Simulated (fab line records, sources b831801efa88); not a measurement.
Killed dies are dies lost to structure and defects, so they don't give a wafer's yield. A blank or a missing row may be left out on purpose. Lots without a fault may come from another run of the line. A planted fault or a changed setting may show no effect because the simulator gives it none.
fab line records | flow gf180mcu | part 1 of 2: steps 1 to 32 of 44
record lots=5 wafers=15 last_day=34
route steps=602 shown HV_LDD@202 NSD@235
lots that met no fault: from a run of the same line without faults
start_h: hours from the record's first day to the start of the lot's first wafer shown | wait_h: hours since the lot's step before | " the same as in the row above | L1.1+2: a row that stands for several wafers | - no value, or no start given | * or withheld: withheld | < > ~ a bound
route shown NAME@n: a module of which the file shows steps, and the number in the route of the first | usual: mean/standard deviation of fault-free wafers | same: alike in all rows | chamber/n: place in a boat | sites: the reading at each site | _std_site: their standard deviation | _edge_site: outer sites' mean less inner sites' | radius_mm: how far each site lies from the wafer's centre | mask NAME#n: copy n | behind: the tool/chamber that last shaped the wafer | hold: why the lot was held/for how many hours/how that ended | device: the transistor (n, p or np) that didn't switch | end of line: the same wafers' tests at the end of the route | a step without rows: its recipe alone | killed: dies lost to structure and defects at the first sort, not the wafer's yield | map: a wafer's dies, x killed, . not, _ none there
set.NAME: the setting as run; set.NAME@STEP: as run at that earlier step | model.NAME: the simulator's own value behind a step, which no gauge read
lots at some steps of the route; a table a step, a row a wafer
services: from which hour (start_h, from the record's first day; less than 0 if before it) a tool's chamber was out of use, for how many hours, and why
## steps
# step GF_HV_LDD_COAT_26
# recipe resist=NOVOLAK spin_rpm=3000 resist_thk_nm=1000
# usual dispense_pressure_kPa=49/4.7
# columns lot.wafer tool chamber start_h wait_h dispense_pressure_kPa
L085.4 litho_track-02 0 334.13 0.1 49
L085.5 " 0 " " 49
L085.6 " 0 " " 49
L089.1 litho_track-01 0 360.45 0.1 43
L089.3 " 0 " " 43
L089.4 " 0 " " 43
L094.2 litho_track-04 0 394.06 0.1 55
L094.5 " 0 " " 55
L094.6 " 0 " " 55
L096.1 litho_track-01 0 410.85 0.1 43
L096.2 " 0 " " 43
L096.4 " 0 " " 43
L097.1 litho_track-04 0 422.24 0.1 55
L097.3 " 0 " " 55
L097.6 " 0 " " 55
# step GF_HV_LDD_SOFTBAKE_27
# recipe temp_c=90 time_s=60 resist=NOVOLAK
# columns lot.wafer tool chamber start_h wait_h
L085.4+5+6 litho_track-02 0 334.28 0.1
L089.1+3+4 litho_track-01 0 360.60 0.1
L094.2+5+6 litho_track-04 0 394.21 0.1
L096.1+2+4 litho_track-01 0 411.00 0.1
L097.1+3+6 litho_track-04 0 422.39 0.1
# step GF_HV_LDD_EXPOSE_28
# recipe mask_id=Nplus_HV_AREA target_cd_nm=400 na=0.6 source_shape=conventional sigma_outer=0.6 dose_mj=140
# usual focus_offset_nm=0.1/0.45
# columns lot.wafer tool chamber start_h wait_h mask focus_offset_nm
L085.4 iline_stepper-02 0 - - Nplus_HV_AREA#0 0.2
L085.5 " 0 " " Nplus_HV_AREA#0 0.6
L085.6 " 0 " " Nplus_HV_AREA#0 -0.4
L089.1 iline_stepper-01 0 - - Nplus_HV_AREA#0 -0.3
L089.3 " 0 " " Nplus_HV_AREA#0 -0.3
L089.4 " 0 " " Nplus_HV_AREA#0 -0.2
L094.2 iline_stepper-02 0 - - Nplus_HV_AREA#0 0.4
L094.5 " 0 " " Nplus_HV_AREA#0 0.1
L094.6 " 0 " " Nplus_HV_AREA#0 0.3
L096.1 iline_stepper-02 0 - - Nplus_HV_AREA#0 0.4
L096.2 " 0 " " Nplus_HV_AREA#0 -0.1
L096.4 " 0 " " Nplus_HV_AREA#0 -0.1
L097.1 iline_stepper-01 0 - - Nplus_HV_AREA#0 1.0
L097.3 " 0 " " Nplus_HV_AREA#0 -0.1
L097.6 " 0 " " Nplus_HV_AREA#0 0.2
# step GF_HV_LDD_PEB_29
# recipe temp_c=withheld time_s=* resist=NOVOLAK
# columns lot.wafer tool chamber start_h wait_h
L085.4+5+6 litho_track-04 0 - -
L089.1+3+4 litho_track-01 0 - -
L094.2+5+6 litho_track-04 0 - -
L096.1+2+4 litho_track-02 0 - -
L097.1+3+6 litho_track-04 0 - -
# step GF_HV_LDD_DEVELOP_30
# recipe develop_time_s=60 dev_temp_c=23
# columns lot.wafer tool chamber start_h wait_h
L085.4+5+6 litho_track-04 0 345.11 0.1
L089.1+3+4 litho_track-01 0 371.75 0.1
L094.2+5+6 litho_track-04 0 405.31 0.1
L096.1+2+4 litho_track-02 0 422.60 0.1
L097.1+3+6 litho_track-04 0 434.84 0.1
# step GF_HV_LDD_CD_MEAS_31
# recipe target_cd_nm=400
# usual cd_nm=399.5/2.2
# columns lot.wafer tool chamber start_h wait_h cd_nm
L085.4 cd_sem-01 - 345.25 0.1 396.3
L085.5 " - " " 398.1
L085.6 " - " " 397.6
L089.1 cd_sem-02 - 371.90 0.1 400.8
L089.3 " - " " 401.8
L089.4 " - " " 400.6
L094.2 cd_sem-01 - 405.46 0.1 397.5
L094.5 " - " " 398.1
L094.6 " - " " 399.5
L096.1 cd_sem-02 - 422.75 0.1 401.8
L096.2 " - " " 401.1
L096.4 " - " " 400.4
L097.1 cd_sem-02 - 434.99 0.1 397.7
L097.3 " - " " 396.3
L097.6 " - " " 395.8
# step GF_HV_LDD_OVL_MEAS_32
# usual HV_LDD_02_OVL=-0.1/1.2
# columns lot.wafer tool chamber start_h wait_h HV_LDD_02_OVL[nm]
L085.4 overlay-02 - 345.33 0.1 -0.3
L085.5 " - " " -1.2
L085.6 " - " " -0.8
L089.1 overlay-01 - 372.02 0.1 0.4
L089.3 " - " " 0.8
L089.4 " - " " 0.4
L094.2 overlay-02 - 405.56 0.1 -0.2
L094.5 " - " " -0.4
L094.6 " - " " 0.9
L096.1 overlay-01 - 422.87 0.1 -0.8
L096.2 " - " " -1.1
L096.4 " - " " -1.4
L097.1 overlay-01 - 435.11 0.1 -1.5
L097.3 " - " " -0.3
L097.6 " - " " 0.5
# step GF_HV_LDD_IMPLANT_33
# recipe species=P energy_kev=60 dose_cm2=7.5e+12 tilt_deg=30 rotation_deg=0
# columns lot.wafer tool chamber start_h wait_h
L085.4+5+6 implanter-03 0 345.42 0.1
L089.1+3+4 implanter-03 0 372.06 0.0
L094.2+5+6 implanter-02 0 405.62 0.0
L096.1+2+4 implanter-03 0 422.90 0.0
L097.1+3+6 implanter-02 0 435.14 0.0
# step GF_HV_LDD_IMPLANT_34
# recipe species=P energy_kev=60 dose_cm2=7.5e+12 tilt_deg=30 rotation_deg=90
# columns lot.wafer tool chamber start_h wait_h
L085.4+5+6 implanter-03 0 345.57 0.1
L089.1+3+4 implanter-03 0 372.21 0.1
L094.2+5+6 implanter-02 0 405.77 0.1
L096.1+2+4 implanter-03 0 423.05 0.1
L097.1+3+6 implanter-02 0 435.29 0.1
# step GF_HV_LDD_IMPLANT_35
# recipe species=P energy_kev=60 dose_cm2=7.5e+12 tilt_deg=30 rotation_deg=180
# columns lot.wafer tool chamber start_h wait_h
L085.4+5+6 implanter-03 0 345.72 0.1
L089.1+3+4 implanter-03 0 372.36 0.1
L094.2+5+6 implanter-02 0 405.92 0.1
L096.1+2+4 implanter-03 0 423.20 0.1
L097.1+3+6 implanter-02 0 435.44 0.1
# step GF_HV_LDD_IMPLANT_36
# recipe species=P energy_kev=60 dose_cm2=7.5e+12 tilt_deg=30 rotation_deg=270
# columns lot.wafer tool chamber start_h wait_h
L085.4+5+6 implanter-03 0 345.87 0.1
L089.1+3+4 implanter-03 0 372.51 0.1
L094.2+5+6 implanter-02 0 406.07 0.1
L096.1+2+4 implanter-03 0 423.35 0.1
L097.1+3+6 implanter-02 0 435.59 0.1
# step GF_HV_LDD_STRIP_37
# recipe chemistry=O2/N2 power_w=1400 pressure_mtorr=1500 platen_temp_c=250 o2_flow_sccm=3000 n2_flow_sccm=300 overash_fraction=0.5
# usual drypump_motor_current_A=5.7/0.45 heater_power_w=324/22 oes_product_au=0.716/0.0047 strip_time_to_endpoint_s=12.64/0.038
# columns lot.wafer tool chamber start_h wait_h drypump_motor_current_A heater_power_w oes_product_au rf_hours_counter_h strip_time_to_endpoint_s
L085.4 plasma_asher-04 1 345.98 0.1 5.0 301 0.713 - 12.67
L085.5 " 0 " " 6.3 329 0.713 - 12.65
L085.6 " 1 " " 4.9 310 0.709 - 12.68
L089.1 plasma_asher-02 0 372.66 0.1 5.6 345 0.716 57 12.69
L089.3 " 1 " " 5.6 336 0.715 - 12.65
L089.4 " 0 " " 5.6 328 0.715 - 12.64
L094.2 plasma_asher-04 1 406.19 0.1 4.9 302 0.722 31 12.64
L094.5 " 0 " " 6.2 325 0.720 - 12.62
L094.6 " 1 " " 4.9 300 0.721 - 12.62
L096.1 plasma_asher-01 1 423.50 0.1 5.8 343 0.716 79 12.67
L096.2 " 0 " " 6.0 278 0.705 79 12.67
L096.4 " 0 " " 6.0 276 0.714 - 12.65
L097.1 plasma_asher-02 1 435.74 0.1 5.6 332 0.710 63 12.62
L097.3 " 0 " " 5.6 339 0.721 - 12.66
L097.6 " 0 " " 5.6 339 0.716 - 12.68
# step GF_HV_LDD_TW_MEAS_38
# usual HV_LDD_3_TW=1430/8.2
# columns lot.wafer tool chamber start_h wait_h HV_LDD_3_TW
L085.4 film_metro-02 - 346.08 0.1 1423
L085.5 " - " " 1429
L085.6 " - " " 1430
L089.1 film_metro-03 - 372.76 0.1 1425
L089.3 " - " " 1431
L089.4 " - " " 1429
L094.2 film_metro-02 - 406.30 0.1 1442
L094.5 " - " " 1428
L094.6 " - " " 1436
L096.1 film_metro-04 - 423.60 0.1 1426
L096.2 " - " " 1438
L096.4 " - " " 1434
L097.1 film_metro-03 - 435.84 0.1 1437
L097.3 " - " " 1442
L097.6 " - " " 1430
# step GF_HV_LDD_DEHYDRATE_39
# recipe temp_c=200 time_s=60
# columns lot.wafer tool chamber start_h wait_h
L085.4+5+6 litho_track-01 0 356.38 10.3
L089.1+3+4 litho_track-01 0 383.10 10.3
L094.2+5+6 litho_track-01 0 417.53 11.2
L096.1+2+4 litho_track-04 0 435.29 11.7
L097.1+3+6 litho_track-04 0 447.24 11.4
# step GF_HV_LDD_HMDS_40
# recipe prime_time_s=60 prime_temp_c=120
# same prime_time_s=60
# columns lot.wafer tool chamber start_h wait_h
L085.4+5+6 litho_track-01 0 356.53 0.1
L089.1+3+4 litho_track-01 0 383.25 0.1
L094.2+5+6 litho_track-01 0 417.68 0.1
L096.1+2+4 litho_track-04 0 435.44 0.1
L097.1+3+6 litho_track-04 0 447.39 0.1
# step GF_HV_LDD_COAT_41
# recipe resist=NOVOLAK spin_rpm=3000 resist_thk_nm=1000
# usual dispense_pressure_kPa=49/5.3
# columns lot.wafer tool chamber start_h wait_h dispense_pressure_kPa
L085.4 litho_track-01 0 356.68 0.1 43
L085.5 " 0 " " 43
L085.6 " 0 " " 43
L089.1 litho_track-01 0 383.40 0.1 43
L089.3 " 0 " " 43
L089.4 " 0 " " 43
L094.2 litho_track-01 0 417.83 0.1 43
L094.5 " 0 " " 43
L094.6 " 0 " " 43
L096.1 litho_track-04 0 435.59 0.1 55
L096.2 " 0 " " 55
L096.4 " 0 " " 55
L097.1 litho_track-04 0 447.54 0.1 55
L097.3 " 0 " " 55
L097.6 " 0 " " 55
# step GF_HV_LDD_SOFTBAKE_42
# recipe temp_c=90 time_s=60 resist=NOVOLAK
# columns lot.wafer tool chamber start_h wait_h
L085.4+5+6 litho_track-01 0 356.83 0.1
L089.1+3+4 litho_track-01 0 383.55 0.1
L094.2+5+6 litho_track-01 0 417.98 0.1
L096.1+2+4 litho_track-04 0 435.74 0.1
L097.1+3+6 litho_track-04 0 447.69 0.1
# step GF_HV_LDD_EXPOSE_43
# recipe mask_id=Pplus_HV_AREA target_cd_nm=400 na=0.6 source_shape=conventional sigma_outer=0.6 dose_mj=140
# usual focus_offset_nm=-0.1/0.6
# columns lot.wafer tool chamber start_h wait_h mask focus_offset_nm
L085.4 iline_stepper-01 0 - - Pplus_HV_AREA#0 -0.5
L085.5 " 0 " " Pplus_HV_AREA#0 -0.4
L085.6 " 0 " " Pplus_HV_AREA#0 -0.9
L089.1 iline_stepper-02 0 - - Pplus_HV_AREA#0 0.3
L089.3 " 0 " " Pplus_HV_AREA#0 0.1
L089.4 " 0 " " Pplus_HV_AREA#0 0.3
L094.2 iline_stepper-01 0 - - Pplus_HV_AREA#0 0.3
L094.5 " 0 " " Pplus_HV_AREA#0 -0.8
L094.6 " 0 " " Pplus_HV_AREA#0 -0.5
L096.1 iline_stepper-01 0 - - Pplus_HV_AREA#0 -0.3
L096.2 " 0 " " Pplus_HV_AREA#0 -0.8
L096.4 " 0 " " Pplus_HV_AREA#0 -0.6
L097.1 iline_stepper-01 0 - - Pplus_HV_AREA#0 0.5
L097.3 " 0 " " Pplus_HV_AREA#0 1.1
L097.6 " 0 " " Pplus_HV_AREA#0 0.6
# step GF_HV_LDD_PEB_44
# recipe temp_c=withheld time_s=* resist=NOVOLAK
# columns lot.wafer tool chamber start_h wait_h
L085.4+5+6 litho_track-01 0 - -
L089.1+3+4 litho_track-01 0 - -
L094.2+5+6 litho_track-02 0 - -
L096.1+2+4 litho_track-01 0 - -
L097.1+3+6 litho_track-02 0 - -
# step GF_HV_LDD_DEVELOP_45
# recipe develop_time_s=60 dev_temp_c=23
# columns lot.wafer tool chamber start_h wait_h
L085.4+5+6 litho_track-01 0 367.88 0.1
L089.1+3+4 litho_track-01 0 394.85 0.1
L094.2+5+6 litho_track-02 0 429.87 0.1
L096.1+2+4 litho_track-01 0 448.05 0.1
L097.1+3+6 litho_track-02 0 459.80 0.1
# step GF_HV_LDD_CD_MEAS_46
# recipe target_cd_nm=400
# usual cd_nm=399.8/2.1
# columns lot.wafer tool chamber start_h wait_h cd_nm
L085.4 cd_sem-02 - 368.01 0.1 400.2
L085.5 " - " " 397.6
L085.6 " - " " 398.8
L089.1 cd_sem-02 - 395.00 0.1 401.3
L089.3 " - " " 402.1
L089.4 " - " " 399.7
L094.2 cd_sem-01 - 430.02 0.1 399.6
L094.5 " - " " 399.7
L094.6 " - " " 399.3
L096.1 cd_sem-01 - 448.20 0.1 401.8
L096.2 " - " " 399.6
L096.4 " - " " 400.7
L097.1 cd_sem-02 - 459.95 0.1 397.8
L097.3 " - " " 399.6
L097.6 " - " " 401.2
# step GF_HV_LDD_OVL_MEAS_47
# usual HV_LDD_03_OVL=0.4/1.6
# columns lot.wafer tool chamber start_h wait_h HV_LDD_03_OVL[nm]
L085.4 overlay-01 - 368.09 0.1 -0.7
L085.5 " - " " 0.1
L085.6 " - " " 0.0
L089.1 overlay-01 - 395.12 0.1 1.0
L089.3 " - " " 1.0
L089.4 " - " " -0.4
L094.2 overlay-01 - 430.12 0.1 -1.0
L094.5 " - " " -2.6
L094.6 " - " " -1.2
L096.1 overlay-01 - 448.32 0.1 -1.6
L096.2 " - " " -1.6
L096.4 " - " " -2.5
L097.1 overlay-01 - 460.07 0.1 -2.4
L097.3 " - " " 0.0
L097.6 " - " " -1.4
# step GF_HV_LDD_IMPLANT_48
# recipe species=B energy_kev=25 dose_cm2=3e+13 tilt_deg=7
# columns lot.wafer tool chamber start_h wait_h
L085.4+5+6 implanter-03 0 368.18 0.1
L089.1+3+4 implanter-01 0 395.16 0.0
L094.2+5+6 implanter-02 0 430.18 0.0
L096.1+2+4 implanter-02 0 448.36 0.0
L097.1+3+6 implanter-02 0 460.10 0.0
# step GF_HV_LDD_STRIP_49
# recipe chemistry=O2/N2 power_w=1400 pressure_mtorr=1500 platen_temp_c=250 o2_flow_sccm=3000 n2_flow_sccm=300 overash_fraction=0.5
# usual drypump_motor_current_A=5.7/0.31 heater_power_w=323/26 oes_product_au=0.716/0.0044 strip_time_to_endpoint_s=12.65/0.037
# columns lot.wafer tool chamber start_h wait_h drypump_motor_current_A heater_power_w oes_product_au rf_hours_counter_h strip_time_to_endpoint_s
L085.4 plasma_asher-01 1 368.29 0.1 5.9 335 0.713 - 12.70
L085.5 " 1 " " 5.9 338 0.720 - 12.68
L085.6 " 0 " " 6.0 272 0.714 - 12.68
L089.1 plasma_asher-04 1 395.31 0.1 4.9 302 0.715 30 12.66
L089.3 " 1 " " 5.0 302 0.719 - 12.64
L089.4 " 0 " " 6.3 327 0.719 - 12.61
L094.2 plasma_asher-01 0 430.30 0.1 6.0 287 0.710 79 12.63
L094.5 " 0 " " 6.0 277 0.718 - 12.60
L094.6 " 1 " " 5.9 348 0.720 - 12.63
L096.1 plasma_asher-04 1 448.51 0.1 4.9 297 0.715 36 12.64
L096.2 " 0 " " 6.3 324 0.713 36 12.66
L096.4 " 0 " " 6.3 331 0.708 - 12.65
L097.1 plasma_asher-02 0 460.25 0.1 5.6 340 0.721 65 12.64
L097.3 " 0 " " 5.6 345 0.715 - 12.65
L097.6 " 1 " " 5.6 341 0.711 - 12.63
# step GF_HV_LDD_TW_MEAS_50
# usual HV_LDD_4_TW=567/3.4
# columns lot.wafer tool chamber start_h wait_h HV_LDD_4_TW
L085.4 film_metro-04 - 368.39 0.1 567
L085.5 " - " " 567
L085.6 " - " " 569
L089.1 film_metro-04 - 395.41 0.1 571
L089.3 " - " " 573
L089.4 " - " " 572
L094.2 film_metro-03 - 430.41 0.1 564
L094.5 " - " " 563
L094.6 " - " " 568
L096.1 film_metro-03 - 448.61 0.1 568
L096.2 " - " " 568
L096.4 " - " " 570
L097.1 film_metro-03 - 460.35 0.1 565
L097.3 " - " " 566
L097.6 " - " " 567
# step GF_HV_LDD_CLEAN_51
# recipe chemistry=SC1/SC2 mix=1:4:20 temp_c=70 time_s=150 dry=n2_spin
# columns lot.wafer tool chamber start_h wait_h
L085.4+5+6 wet_bench-02 0 368.42 0.0
L089.1+3+4 wet_bench-04 0 395.47 0.1
L094.2+5+6 wet_bench-04 3 430.46 0.0
L096.1+2+4 wet_bench-04 3 448.67 0.1
L097.1+3+6 wet_bench-04 0 460.41 0.1
# step GF_HV_LDD_RTA_52
# recipe temp_c=1000 time_s=10 ambient=N2
# usual lamp_power_pct=34.1/2.2 wafer_temp_C_max=1003.5/0.75
# columns lot.wafer tool chamber start_h wait_h lamp_power_pct wafer_temp_C_max
L085.4 rtp_anneal-02 0 368.51 0.0 31.2 1002.2
L085.5 " 0 " " 31.3 1004.1
L085.6 " 0 " " 31.2 1004.0
L089.1 rtp_anneal-02 0 395.52 0.0 31.3 1004.7
L089.3 " 0 " " 31.2 1003.6
L089.4 " 0 " " 31.3 1003.6
L094.2 rtp_anneal-02 0 430.53 0.0 31.2 1005.4
L094.5 " 0 " " 31.2 1003.2
L094.6 " 0 " " 31.3 1005.1
L096.1 rtp_anneal-01 0 448.72 0.0 35.8 1003.5
L096.2 " 0 " " 35.8 1003.7
L096.4 " 0 " " 35.8 1004.9
L097.1 rtp_anneal-01 0 460.46 0.0 35.8 1003.4
L097.3 " 0 " " 35.8 1003.0
L097.6 " 0 " " 35.8 1003.5
# step GF_HV_LDD_RS_MEAS_53
# recipe thk_meas_gauge=four-point-probe
# usual HV_LDD_RS=418.2/0.8
# columns lot.wafer tool chamber start_h wait_h HV_LDD_RS[ohm/sq]
L085.4 film_metro-04 - 368.60 0.1 416.9
L085.5 " - " " 417.1
L085.6 " - " " 416.8
L089.1 film_metro-02 - 395.59 0.1 418.2
L089.3 " - " " 419.4
L089.4 " - " " 418.8
L094.2 film_metro-03 - 430.60 0.1 418.0
L094.5 " - " " 418.2
L094.6 " - " " 418.5
L096.1 film_metro-03 - 448.78 0.1 419.7
L096.2 " - " " 419.1
L096.4 " - " " 418.4
L097.1 film_metro-03 - 460.53 0.1 417.7
L097.3 " - " " 417.8
L097.6 " - " " 419.0
# step GF_HV_LDD_CVD_54
# recipe material=SiO2 target_thk_nm=10 precursor=TEOS temp_c=680 time_s=75 pressure_mtorr=400
# columns lot.wafer tool chamber start_h wait_h
L085.4+5+6 lpcvd-02 1 368.66 0.0
L089.1+3+4 lpcvd-01 0 395.71 0.1
L094.2+5+6 lpcvd-02 0 430.70 0.1
L096.1+2+4 lpcvd-02 1 448.90 0.1
L097.1+3+6 lpcvd-01 1 460.65 0.1
# step GF_HV_LDD_THK_MEAS_55
# recipe reads=SiO2_of_HV_LDD_CVD_54
# usual HV_LDD_CVD_54_THK=10.01/0.13
# columns lot.wafer tool chamber start_h wait_h HV_LDD_CVD_54_THK[nm]
L085.4 film_metro-02 - 369.71 0.0 9.75
L085.5 " - " " 9.64
L085.6 " - " " 9.74
L089.1 film_metro-03 - 396.73 0.0 9.91
L089.3 " - " " 10.00
L089.4 " - " " 9.91
L094.2 film_metro-03 - 431.73 0.0 9.80
L094.5 " - " " 9.90
L094.6 " - " " 9.89
L096.1 film_metro-02 - 449.93 0.0 10.09
L096.2 " - " " 9.97
L096.4 " - " " 10.02
L097.1 film_metro-04 - 461.67 0.0 10.11
L097.3 " - " " 10.14
L097.6 " - " " 10.10
# step GF_HV_LDD_CVD_56
# recipe material=Si3N4 precursor=DCS/NH3 target_thk_nm=90 temp_c=770 time_s=1543 pressure_mtorr=250
# columns lot.wafer tool chamber start_h wait_h
L085.4+5+6 lpcvd-02 0 369.74 0.0
L089.1+3+4 lpcvd-01 0 396.79 0.1
L094.2+5+6 lpcvd-02 1 431.78 0.0
L096.1+2+4 lpcvd-01 1 449.99 0.1
L097.1+3+6 lpcvd-01 1 461.73 0.1
# step GF_HV_LDD_THK_MEAS_57
# recipe reads=Si3N4_of_HV_LDD_CVD_56
# usual HV_LDD_CVD_56_THK=90.0/0.77
# columns lot.wafer tool chamber start_h wait_h HV_LDD_CVD_56_THK[nm]
L085.4 film_metro-04 - 371.20 0.0 90.0
L085.5 " - " " 90.3
L085.6 " - " " 90.2
L089.1 film_metro-04 - 398.21 0.0 91.0
L089.3 " - " " 89.5
L089.4 " - " " 90.3
L094.2 film_metro-02 - 433.22 0.0 88.1
L094.5 " - " " 89.5
L094.6 " - " " 89.1
L096.1 film_metro-04 - 451.41 0.0 89.4
L096.2 " - " " 90.1
L096.4 " - " " 91.0
L097.1 film_metro-03 - 463.16 0.0 89.7
L097.3 " - " " 90.6
L097.6 " - " " 89.7
